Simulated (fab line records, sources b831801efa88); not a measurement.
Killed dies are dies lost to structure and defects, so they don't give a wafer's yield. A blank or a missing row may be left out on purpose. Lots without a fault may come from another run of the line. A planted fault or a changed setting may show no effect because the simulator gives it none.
Which tool did it? | flow sky130 | 13 lots, 39 wafers sampled, at 4 steps of a route of 708

WHAT THE GAUGES READ, wafer by wafer
SKY_METAL5_RS_MEAS_05: measures by four-point-probe. Usual: METAL5_ALCU_RS 0.0269 ohm/sq, standard deviation 0.00031.
lot  | measured     | on            | METAL5_ALCU_RS (ohm/sq) | flag
L394 | day 44 13:58 | film_metro-04 | 0.0262 0.0265 0.0264    |
L396 | day 44 11:48 | film_metro-04 | 0.0264 0.0264 0.0265    |
L397 | day 44 15:12 | film_metro-02 | 0.0269 0.0266 0.0269    |
L398 | day 44 14:38 | film_metro-04 | 0.0271 0.0268 0.0271    |
L399 | day 44 14:56 | film_metro-04 | 0.0269 0.0270 0.0269    |
L401 | day 44 15:48 | film_metro-04 | 0.0276 0.0274 0.0274    |
L402 | day 45 10:44 | film_metro-02 | 0.0272 0.0268 0.0268    |
L404 | day 46 09:40 | film_metro-04 | 0.0270 0.0271 0.0271    |
L405 | day 46 09:22 | film_metro-02 | 0.0265 0.0267 0.0263    |
L407 | day 46 12:34 | film_metro-02 | 0.0270 0.0269 0.0268    |
L408 | day 47 08:54 | film_metro-04 | 0.0268 0.0267 0.0269    |
L410 | day 47 05:08 | film_metro-04 | 0.0268 0.0271 0.0268    |
L412 | day 47 09:12 | film_metro-01 | 0.0272 0.0273 0.0268    |

WHICH TOOL RAN EACH LOT (tool, then ch and the chambers of the sampled wafers, then the start)
lot  | SKY_SONOS_ONO_WET_ETCH_18       | SKY_VIA4_CMP_21               | SKY_METAL5_SPUTTER_02
L394 | wet_bench-02 ch 3, day 12 22:39 | cmp-02 ch 0,1,3, day 44 13:34 | pvd_sputter-02, day 44 13:52
L396 | wet_bench-04 ch 0, day 13 12:18 | cmp-02 ch 0,1,2, day 44 11:22 | pvd_sputter-02, day 44 11:40
L397 | wet_bench-02 ch 1, day 14 03:14 | cmp-02 ch 1,3, day 44 14:43   | pvd_sputter-01, day 44 15:04
L398 | wet_bench-04 ch 1, day 14 03:32 | cmp-02 ch 0,2, day 44 14:09   | pvd_sputter-02, day 44 14:30
L399 | wet_bench-04 ch 3, day 14 08:32 | cmp-01 ch 0,2,3, day 44 14:31 | pvd_sputter-04, day 44 14:49
L401 | wet_bench-02 ch 0, day 14 20:35 | cmp-02 ch 0,1, day 44 15:20   | pvd_sputter-01, day 44 15:41
L402 | wet_bench-03 ch 3, day 15 09:47 | cmp-02 ch 1,3, day 45 10:07   | pvd_sputter-01, day 45 10:30
L404 | wet_bench-02 ch 1, day 16 12:53 | cmp-01 ch 0,1,3, day 46 09:12 | pvd_sputter-01, day 46 09:33
L405 | wet_bench-02 ch 3, day 16 13:11 | cmp-02 ch 0,1,3, day 46 09:03 | pvd_sputter-04, day 46 09:15
L407 | wet_bench-03 ch 2, day 17 06:42 | cmp-01 ch 0,2,3, day 46 12:04 | pvd_sputter-02, day 46 12:25
L408 | wet_bench-04 ch 1, day 17 22:14 | cmp-02 ch 0,3, day 47 08:26   | pvd_sputter-02, day 47 08:47
L410 | wet_bench-02 ch 2, day 17 23:35 | cmp-02 ch 0,2,3, day 47 04:43 | pvd_sputter-04, day 47 05:01
L412 | wet_bench-04 ch 0, day 18 13:24 | cmp-02 ch 0,1,3, day 47 08:44 | pvd_sputter-04, day 47 09:05
- SKY_SONOS_ONO_WET_ETCH_18: etches Si3N4 in H3PO4, target depth 15 nm, time 172 s.
- SKY_VIA4_CMP_21: polishes, stops on SiO2, t overpolish 25 s, target thk 0 nm.
- SKY_METAL5_SPUTTER_02: material AlCu, target thk 1150 nm, time 61.2 s.

WHAT THE TOOLS THEMSELVES READ (means of the sampled wafers that have a number; where no wafer has one, the mark that the record gives instead)
SKY_VIA4_CMP_21. Usual: edge_zone_pressure_frac 1.000, standard deviation 0.0052; motor_current_A 11.8 A, standard deviation 1.1; overpolish_run_s 24.999 s, standard deviation 0.0087; slurry_flow_ml_min 150.1, standard deviation 0.46; time_to_endpoint_s 121 s, standard deviation 4.3.
lot  | tool   | edge_zone_pressure_frac | motor_current_A (A) | overpolish_run_s (s) | slurry_flow_ml_min | time_to_endpoint_s (s) | flag
L394 | cmp-02 | 0.999                   | 12.6                | 24.998               | 149.7              | 125                    |
L396 | cmp-02 | 1.003                   | 12.6                | 24.995               | 149.7              | 128                    |
L397 | cmp-02 | 1.002                   | 12.0                | 25.003               | 150.0              | 119                    |
L398 | cmp-02 | 1.001                   | 12.4                | 25.001               | 149.9              | 125                    |
L399 | cmp-01 | 1.001                   | 11.5                | 24.995               | 150.2              | 126                    |
L401 | cmp-02 | 0.994                   | 13.0                | 25.015               | 150.5              | 124                    |
L402 | cmp-02 | 1.004                   | 12.0                | 24.992               | 149.9              | 123                    |
L404 | cmp-01 | 0.998                   | 10.8                | 24.985               | 150.0              | 117                    |
L405 | cmp-02 | 1.000                   | 12.7                | 25.001               | 149.8              | 122                    |
L407 | cmp-01 | 1.005                   | 11.6                | 24.996               | 150.3              | 123                    |
L408 | cmp-02 | 1.002                   | 12.7                | 25.000               | 149.9              | 119                    |
L410 | cmp-02 | 0.997                   | 12.0                | 25.004               | 149.9              | 121                    |
L412 | cmp-02 | 0.998                   | 13.0                | 25.000               | 150.3              | 118                    |

SKY_METAL5_SPUTTER_02. Usual: chamber_pressure_pa 0.3999 Pa, standard deviation 0.00085; throttle_valve_pct 30.0 %, standard deviation 1.1.
lot  | tool           | chamber_pressure_pa (Pa) | throttle_valve_pct (%) | flag
L394 | pvd_sputter-02 | 0.3991                   | 30.2                   |
L396 | pvd_sputter-02 | 0.4000                   | 30.8                   |
L397 | pvd_sputter-01 | 0.4001                   | 29.1                   |
L398 | pvd_sputter-02 | 0.3993                   | 30.3                   |
L399 | pvd_sputter-04 | 0.3996                   | 30.3                   |
L401 | pvd_sputter-01 | 0.3991                   | 29.5                   |
L402 | pvd_sputter-01 | 0.3990                   | 28.8                   |
L404 | pvd_sputter-01 | 0.4002                   | 29.9                   |
L405 | pvd_sputter-04 | 0.3999                   | 29.9                   |
L407 | pvd_sputter-02 | 0.4009                   | 30.8                   |
L408 | pvd_sputter-02 | 0.3994                   | 31.3                   |
L410 | pvd_sputter-04 | 0.3988                   | 29.3                   |
L412 | pvd_sputter-04 | 0.4007                   | 30.3                   |

THE ANSWER, worked out from the rows above alone
Rule: a lot is off if the mean of its wafers that have a number lies more than 3 standard deviations from the usual mean. A lot without any number at a reading at which 4 lots or more have one is off too. The other lots that the step has rows for count as sound. The gauges are gone through in route order, then the tools' own readings, and for those a lot's mean is taken as printed above. The first step at which some lot is off is used, and at that step the reading that is off furthest; a lot without a number counts as furthest.
No lot is off at any reading shown: from this, nothing can be told.

WHAT THE SIMULATOR HAD PUT IN
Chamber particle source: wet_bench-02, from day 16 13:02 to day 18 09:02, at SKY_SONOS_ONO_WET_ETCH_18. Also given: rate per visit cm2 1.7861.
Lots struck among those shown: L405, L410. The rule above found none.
